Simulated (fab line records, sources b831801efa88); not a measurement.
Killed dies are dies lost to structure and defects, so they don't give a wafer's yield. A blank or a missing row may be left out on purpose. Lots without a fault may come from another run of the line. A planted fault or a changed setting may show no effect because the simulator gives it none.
A struck lot beside a sound one | flow sky130 | 15 steps out of a route of 708
Sound: wafers L986.1, L986.3, L986.4. Struck: wafers L984.1, L984.2, L984.4. The cause comes at the end.
At each step with rows: each side's tool, then ch and its chambers, then its first start. Under that, the readings that differ: sound wafers | struck wafers | difference of the means | sigmas: that difference in standard deviations of wafers without a fault.
alike: readings whose means differ by less than 2 such deviations, and words and numbers that are the same on both sides. not compared: withheld readings, readings that some wafer has no value for, bounds like >300 that may hide the same value, and numbers for which the record gives no deviation and whose values overlap.
The two part at a step that has a row with sigmas, a row that says differs or no value, or rows on one side only. Numbers that don't overlap but have no deviation are shown without sigmas and don't part them. A reading that every wafer of one side lacks parts them only if that side has two wafers or more.

first, 6 steps without rows for these wafers: SKY_FIELD_ISO_COAT_07 (resist thk 60 nm); SKY_FIELD_ISO_COAT_08 (resist thk 450 nm); SKY_FIELD_ISO_SOFTBAKE_09 (time 90 s); SKY_FIELD_ISO_EXPOSE_10 (exposes mask FOM, target cd 150 nm); SKY_FIELD_ISO_PEB_11; SKY_FIELD_ISO_DEVELOP_12 (develop time 57.78 s).
SKY_FIELD_ISO_CD_MEAS_13: target cd 150 nm.
  sound on cd_sem-01, day 4 23:34; struck on cd_sem-02, day 4 13:43
  alike: cd_nm
SKY_FIELD_ISO_ETCH_14: etches BARC in N2/H2, stops on SiO2, time 45.9 s, target depth 60 nm.
  sound on rie_diel-03 ch 0,1,3, day 4 23:41; struck on rie_diel-03 ch 0,2,3, day 4 13:50
  alike: drypump_motor_current_A, n2_flow_sccm, oes_product_au, throttle_valve_pct
  not compared: rf_hours_counter_h
SKY_FIELD_ISO_ETCH_15: etches the open film in CHF3/O2, stops on Si, target depth 180 nm, time 72 s.
  sound on rie_diel-03 ch 0,1,3, day 4 23:43; struck on rie_diel-03 ch 0,2,3, day 4 13:52
  alike: drypump_motor_current_A, oes_product_au, throttle_valve_pct
  not compared: rf_hours_counter_h
SKY_FIELD_ISO_STRIP_16: strips in O2/N2.
  sound on plasma_asher-02 ch 0,1, day 4 23:46; struck on plasma_asher-02 ch 0,1, day 4 13:55
  alike: drypump_motor_current_A, n2_flow_sccm, oes_product_au, strip_time_to_endpoint_s
  not compared: rf_hours_counter_h
SKY_FIELD_ISO_ETCH_17: etches Si in HBr/Cl2/O2, target depth 342 nm, time 97.7 s.
  sound on rie_si-02 ch 2,3, day 4 23:52; struck on rie_si-01 ch 1,2,3, day 4 14:01
  alike: drypump_motor_current_A, oes_product_au, throttle_valve_pct
  not compared: rf_hours_counter_h
then, 1 step without rows for these wafers: SKY_FIELD_ISO_WET_ETCH_18 (etches Si3N4 in H3PO4, target depth 25 nm, time 286 s).
SKY_FIELD_ISO_CLEAN_19: cleans in SC1/SC2, time 150 s.
  sound on wet_bench-03 ch 0, day 5 00:02; struck on wet_bench-04 ch 1, day 4 14:11
  reading          | sound       | struck      | difference | sigmas
  run_length_s (s) | 177 177 177 | 156 156 156 | -21        | -6
then, 1 step without rows for these wafers: SKY_FIELD_ISO_CLEAN_20 (cleans in dHF, time 20 s).
SKY_PAD_OPEN_PROBE_99:
  the record has rows for the sound wafers here (prober-02, day 49 06:37) and none for the struck ones

WHERE THEY PART
First at SKY_FIELD_ISO_CLEAN_19; last, within this record, at SKY_PAD_OPEN_PROBE_99.

WHY: what the simulator had put in
Process parameter drift: wet_bench-04, from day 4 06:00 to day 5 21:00, at SKY_FIELD_ISO_CLEAN_19. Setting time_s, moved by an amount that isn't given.
